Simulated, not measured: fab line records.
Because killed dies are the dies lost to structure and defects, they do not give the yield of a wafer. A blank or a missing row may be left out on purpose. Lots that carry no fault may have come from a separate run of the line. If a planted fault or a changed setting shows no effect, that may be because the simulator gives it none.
Which of the tools did it? | flow gf180mcu | Sampling: 24 lots, 72 wafers, 6 of 602 route steps

WHAT EACH GAUGE READ, for each wafer
GF_M4_OVL_MEAS_15.
lot  | measured     | on         | M4_OVL (nm)
L074 | day 23 07:11 | overlay-02 | 7 0 3
L075 | day 23 18:13 | overlay-01 | 7 4 7
L076 | day 23 19:47 | overlay-01 | 0 10 2
L077 | day 24 12:14 | overlay-01 | 3 4 5
L078 | day 24 22:19 | overlay-02 | 6 8 2
L079 | day 25 10:48 | overlay-02 | 8 5 -3
L080 | day 25 13:43 | overlay-02 | 1 6 3
L081 | day 25 20:24 | overlay-02 | 0 4 -2
L082 | day 26 07:08 | overlay-01 | 0 -7 -7
L083 | day 26 19:50 | overlay-02 | 7 9 4
L084 | day 26 21:49 | overlay-02 | 6 9 8
L085 | day 26 23:38 | overlay-01 | 1 0 1
L086 | day 27 12:06 | overlay-02 | -3 -1 -7
L087 | day 27 21:24 | overlay-02 | 6 11 8
L088 | day 28 00:34 | overlay-02 | 12 17 6
L089 | day 28 12:51 | overlay-01 | 5 -2 2
L090 | day 28 17:31 | overlay-01 | 7 0 6
L091 | day 28 22:50 | overlay-01 | 5 4 4
L092 | day 29 03:48 | overlay-02 | 3 2 11
L093 | day 29 11:22 | overlay-02 | -4 4 0
L094 | day 29 15:31 | overlay-01 | -2 -13 -6
L095 | day 30 01:41 | overlay-01 | -3 -1 -2
L096 | day 30 06:18 | overlay-02 | -2 2 -3
L097 | day 30 12:19 | overlay-02 | 1 0 0

GF_V5_THK_MEAS_01.
lot  | measured     | on            | V5_CVD_00_THK (nm)
L074 | day 26 05:32 | film_metro-02 | 292.3 294.1 296.8
L075 | day 26 15:08 | film_metro-01 | 294.9 296.6 301.0
L076 | day 26 16:31 | film_metro-01 | 300.0 298.8 297.2
L077 | day 27 07:31 | film_metro-01 | 298.6 298.8 298.9
L078 | day 27 18:01 | film_metro-02 | 295.8 295.8 294.6
L079 | day 28 05:31 | film_metro-04 | 297.6 296.0 296.6
L080 | day 28 07:41 | film_metro-02 | 297.4 304.7 298.9
L081 | day 28 14:00 | film_metro-04 | 296.9 296.2 292.0
L082 | day 28 23:17 | film_metro-01 | 299.0 301.3 301.8
L083 | day 29 11:14 | film_metro-02 | 296.8 295.7 299.6
L084 | day 29 13:19 | film_metro-02 | 298.0 297.9 298.0
L085 | day 29 14:53 | film_metro-02 | 299.4 299.1 298.7
L086 | day 30 03:17 | film_metro-02 | 301.7 303.1 303.5
L087 | day 30 09:34 | film_metro-01 | 295.0 296.4 300.3
L088 | day 30 14:34 | film_metro-04 | 302.4 304.1 301.2
L089 | day 31 21:03 | film_metro-01 | 296.2 299.3 298.7
L090 | day 31 05:06 | film_metro-01 | 299.4 303.6 300.4
L091 | day 31 10:10 | film_metro-02 | 296.4 303.1 302.9
L092 | day 31 15:28 | film_metro-01 | 302.8 300.3 300.0
L093 | day 31 21:18 | film_metro-01 | 298.9 297.2 294.8
L094 | day 32 01:53 | film_metro-01 | 301.4 303.3 299.2
L095 | day 32 11:28 | film_metro-01 | 295.4 297.3 295.8
L096 | day 32 15:01 | film_metro-01 | 297.4 297.1 297.8
L097 | day 32 20:05 | film_metro-02 | 296.6 293.7 295.3

WHICH TOOL RAN EACH LOT (tool, then ch and the chambers of the sampled wafers, then the start)
lot  | GF_SAB_STRIP_13                      | GF_CONTACT_SPUTTER_22        | GF_V3_CVD_23                  | GF_MIM_SPUTTER_01
L074 | plasma_asher-02 ch 0,1, day 15 01:49 | pvd_sputter-01, day 16 00:18 | cvd_w-02 ch 0,1, day 22 07:06 | pvd_sputter-04, day 24 08:26
L075 | plasma_asher-02 ch 0,1, day 15 09:40 | pvd_sputter-01, day 16 09:09 | cvd_w-02 ch 0,1, day 22 19:02 | pvd_sputter-04, day 24 19:28
L076 | plasma_asher-02 ch 0,1, day 15 12:49 | pvd_sputter-03, day 16 12:29 | cvd_w-01 ch 0,1, day 22 20:28 | pvd_sputter-02, day 24 20:32
L077 | plasma_asher-04 ch 0, day 16 06:16   | pvd_sputter-03, day 17 07:03 | cvd_w-02 ch 0,1, day 23 13:19 | pvd_sputter-04, day 25 12:58
L078 | plasma_asher-04 ch 0,1, day 16 15:14 | pvd_sputter-04, day 17 16:13 | cvd_w-02 ch 0,1, day 23 23:12 | pvd_sputter-04, day 25 23:11
L079 | plasma_asher-04 ch 0,1, day 17 04:38 | pvd_sputter-04, day 18 06:07 | cvd_w-01 ch 0,1, day 24 12:50 | pvd_sputter-02, day 26 11:17
L080 | plasma_asher-02 ch 0,1, day 17 08:05 | pvd_sputter-01, day 18 08:57 | cvd_w-01 ch 0,1, day 24 15:34 | pvd_sputter-04, day 26 14:41
L081 | plasma_asher-04 ch 0,1, day 17 13:47 | pvd_sputter-03, day 18 15:27 | cvd_w-01 ch 0,1, day 24 22:13 | pvd_sputter-04, day 26 19:56
L082 | plasma_asher-01 ch 0,1, day 18 03:14 | pvd_sputter-01, day 19 06:03 | cvd_w-01 ch 0,1, day 25 09:18 | pvd_sputter-04, day 27 06:29
L083 | plasma_asher-01 ch 0,1, day 18 16:08 | pvd_sputter-04, day 19 18:10 | cvd_w-02 ch 0,1, day 25 21:30 | pvd_sputter-01, day 27 19:08
L084 | plasma_asher-04 ch 0,1, day 18 19:30 | pvd_sputter-01, day 19 21:37 | cvd_w-02 ch 0,1, day 26 00:25 | pvd_sputter-04, day 27 21:07
L085 | plasma_asher-01 ch 0,1, day 18 23:58 | pvd_sputter-04, day 20 01:42 | cvd_w-02 ch 0,1, day 26 02:41 | pvd_sputter-04, day 27 23:04
L086 | plasma_asher-02 ch 0,1, day 19 12:14 | pvd_sputter-01, day 20 14:12 | cvd_w-01 ch 0,1, day 26 14:41 | pvd_sputter-02, day 28 11:05
L087 | plasma_asher-01 ch 0,1, day 19 21:37 | pvd_sputter-01, day 21 00:07 | cvd_w-02 ch 0,1, day 26 23:29 | pvd_sputter-04, day 28 19:44
L088 | plasma_asher-02 ch 0,1, day 20 03:47 | pvd_sputter-01, day 21 05:48 | cvd_w-01 ch 0,1, day 27 03:57 | pvd_sputter-01, day 28 23:34
L089 | plasma_asher-02 ch 0,1, day 20 18:12 | pvd_sputter-01, day 21 19:55 | cvd_w-02 ch 0,1, day 27 15:52 | pvd_sputter-04, day 30 08:09
L090 | plasma_asher-04 ch 0,1, day 20 23:31 | pvd_sputter-03, day 22 01:00 | cvd_w-02 ch 0,1, day 27 21:00 | pvd_sputter-04, day 29 15:14
L091 | plasma_asher-01 ch 0,1, day 21 05:44 | pvd_sputter-04, day 22 07:18 | cvd_w-02 ch 0, day 28 02:05   | pvd_sputter-01, day 29 20:53
L092 | plasma_asher-04 ch 0,1, day 21 12:17 | pvd_sputter-03, day 22 13:57 | cvd_w-01 ch 0,1, day 28 07:54 | pvd_sputter-01, day 30 02:36
L093 | plasma_asher-04 ch 0,1, day 21 21:53 | pvd_sputter-01, day 22 23:04 | cvd_w-01 ch 0,1, day 28 15:17 | pvd_sputter-04, day 30 08:46
L094 | plasma_asher-04 ch 0,1, day 22 02:28 | pvd_sputter-03, day 23 04:12 | cvd_w-02 ch 0,1, day 28 19:50 | pvd_sputter-01, day 30 13:19
L095 | plasma_asher-02 ch 0,1, day 22 15:08 | pvd_sputter-01, day 23 15:43 | cvd_w-02 ch 0,1, day 29 06:19 | pvd_sputter-04, day 30 22:39
L096 | plasma_asher-02 ch 0,1, day 22 20:08 | pvd_sputter-04, day 23 21:28 | cvd_w-01 ch 0,1, day 29 11:20 | pvd_sputter-01, day 31 03:41
L097 | plasma_asher-02 ch 0,1, day 23 06:28 | pvd_sputter-03, day 24 07:01 | cvd_w-01 ch 0,1, day 29 17:29 | pvd_sputter-04, day 31 09:14
- GF_SAB_STRIP_13: strips in O2/N2.
- GF_CONTACT_SPUTTER_22: material Ti, target thk 15 nm, time 80.02 s.
- GF_V3_CVD_23: deposits W, target thk 350 nm, time 104.9 s.
- GF_MIM_SPUTTER_01: material TiN, target thk 30 nm, time 25 s.

WHAT THE TOOLS THEMSELVES READ (means of the sampled wafers that have a number; where no wafer has one, the mark that the record gives instead)
GF_SAB_STRIP_13.
lot  | tool            | drypump_motor_current_A (A) | heater_power_w (W) | oes_product_au (a.u.) | platen_temp_c (C) | strip_time_to_endpoint_s (s)
L074 | plasma_asher-02 | 5.7                         | 331                | 0.709                 | 249.97            | 12.60
L075 | plasma_asher-02 | 5.7                         | 328                | 0.707                 | 249.90            | 12.60
L076 | plasma_asher-02 | 5.9                         | 317                | 0.715                 | 249.97            | 12.61
L077 | plasma_asher-04 | 6.0                         | 343                | 0.714                 | 250.28            | 12.57
L078 | plasma_asher-04 | 5.8                         | 332                | 0.709                 | 249.86            | 12.63
L079 | plasma_asher-04 | 5.7                         | 331                | 0.708                 | 250.08            | 12.57
L080 | plasma_asher-02 | 5.7                         | 331                | 0.708                 | 249.96            | 12.60
L081 | plasma_asher-04 | 5.7                         | 335                | 0.711                 | 250.10            | 12.60
L082 | plasma_asher-01 | 5.9                         | 352                | 0.709                 | 250.07            | 12.52
L083 | plasma_asher-01 | 5.9                         | 354                | 0.712                 | 249.91            | 12.60
L084 | plasma_asher-04 | 5.7                         | 327                | 0.709                 | 249.86            | 12.59
L085 | plasma_asher-01 | 5.9                         | 352                | 0.708                 | 250.02            | 12.58
L086 | plasma_asher-02 | 5.9                         | 318                | 0.708                 | 250.15            | 12.66
L087 | plasma_asher-01 | 5.9                         | 351                | 0.709                 | 250.25            | 12.67
L088 | plasma_asher-02 | 5.7                         | 328                | 0.709                 | 250.09            | 12.62
L089 | plasma_asher-02 | 5.7                         | 334                | 0.712                 | 250.01            | 12.65
L090 | plasma_asher-04 | 5.7                         | 334                | 0.716                 | 250.01            | 12.59
L091 | plasma_asher-01 | 5.8                         | 328                | 0.710                 | 250.00            | 12.56
L092 | plasma_asher-04 | 5.7                         | 329                | 0.710                 | 249.85            | 12.64
L093 | plasma_asher-04 | 5.5                         | 327                | 0.710                 | 249.81            | 12.64
L094 | plasma_asher-04 | 5.7                         | 337                | 0.713                 | 249.92            | 12.67
L095 | plasma_asher-02 | 5.9                         | 321                | 0.707                 | 250.04            | 12.62
L096 | plasma_asher-02 | 5.9                         | 323                | 0.714                 | 249.98            | 12.65
L097 | plasma_asher-02 | 5.9                         | 321                | 0.709                 | 249.84            | 12.66

GF_CONTACT_SPUTTER_22.
lot  | tool           | throttle_valve_pct (%)
L074 | pvd_sputter-01 | 31.0
L075 | pvd_sputter-01 | 30.5
L076 | pvd_sputter-03 | 29.3
L077 | pvd_sputter-03 | 29.8
L078 | pvd_sputter-04 | 28.9
L079 | pvd_sputter-04 | 29.0
L080 | pvd_sputter-01 | 30.0
L081 | pvd_sputter-03 | 29.1
L082 | pvd_sputter-01 | 30.0
L083 | pvd_sputter-04 | 28.9
L084 | pvd_sputter-01 | 30.3
L085 | pvd_sputter-04 | 28.3
L086 | pvd_sputter-01 | 29.9
L087 | pvd_sputter-01 | 30.7
L088 | pvd_sputter-01 | 30.6
L089 | pvd_sputter-01 | 29.9
L090 | pvd_sputter-03 | 29.8
L091 | pvd_sputter-04 | 29.0
L092 | pvd_sputter-03 | 30.1
L093 | pvd_sputter-01 | 30.1
L094 | pvd_sputter-03 | 29.6
L095 | pvd_sputter-01 | 30.7
L096 | pvd_sputter-04 | 29.4
L097 | pvd_sputter-03 | 29.4

GF_V3_CVD_23.
lot  | tool     | heater_power_w (W)
L074 | cvd_w-02 | 868
L075 | cvd_w-02 | 828
L076 | cvd_w-01 | 849
L077 | cvd_w-02 | 844
L078 | cvd_w-02 | 862
L079 | cvd_w-01 | 832
L080 | cvd_w-01 | 844
L081 | cvd_w-01 | 852
L082 | cvd_w-01 | 843
L083 | cvd_w-02 | 823
L084 | cvd_w-02 | 865
L085 | cvd_w-02 | 838
L086 | cvd_w-01 | 843
L087 | cvd_w-02 | 833
L088 | cvd_w-01 | 859
L089 | cvd_w-02 | 863
L090 | cvd_w-02 | 849
L091 | cvd_w-02 | 892
L092 | cvd_w-01 | 841
L093 | cvd_w-01 | 857
L094 | cvd_w-02 | 882
L095 | cvd_w-02 | 841
L096 | cvd_w-01 | 851
L097 | cvd_w-01 | 856

GF_MIM_SPUTTER_01.
lot  | tool           | throttle_valve_pct (%)
L074 | pvd_sputter-04 | 29.5
L075 | pvd_sputter-04 | 28.6
L076 | pvd_sputter-02 | 28.8
L077 | pvd_sputter-04 | 29.3
L078 | pvd_sputter-04 | 29.6
L079 | pvd_sputter-02 | 30.2
L080 | pvd_sputter-04 | 29.1
L081 | pvd_sputter-04 | 29.5
L082 | pvd_sputter-04 | 29.1
L083 | pvd_sputter-01 | 29.8
L084 | pvd_sputter-04 | 28.6
L085 | pvd_sputter-04 | 29.1
L086 | pvd_sputter-02 | 28.8
L087 | pvd_sputter-04 | 29.2
L088 | pvd_sputter-01 | 30.1
L089 | pvd_sputter-04 | 29.3
L090 | pvd_sputter-04 | 29.0
L091 | pvd_sputter-01 | 30.1
L092 | pvd_sputter-01 | 30.1
L093 | pvd_sputter-04 | 29.3
L094 | pvd_sputter-01 | 30.1
L095 | pvd_sputter-04 | 29.2
L096 | pvd_sputter-01 | 30.7
L097 | pvd_sputter-04 | 29.4

THE ANSWER, worked out from the rows above alone
Rule: the usual values come from the lots themselves. The widest of any qualifying gaps counts: lots, ordered by their means at a reading, are off when they make up no more than a third of the lots, leave a main group of 4 or more, and stand apart from it by 3 or more times the standard deviation of that group's means. The tables above print the reading to a certain number of digits; a main group whose means all agree to those digits is not used. A lot without any number at a reading at which 4 lots or more have one is off too. Any other lot the step has rows for is counted as sound. After the gauges, taken in route order, come the tools' own readings; for these a lot's mean is taken, as printed above. The first step at which some lot is off is used, and at that step the reading that is off furthest; a lot without a number counts as furthest.
Across all readings shown, no lot is off: no conclusion can be drawn from this.

WHAT THE SIMULATOR PUT IN
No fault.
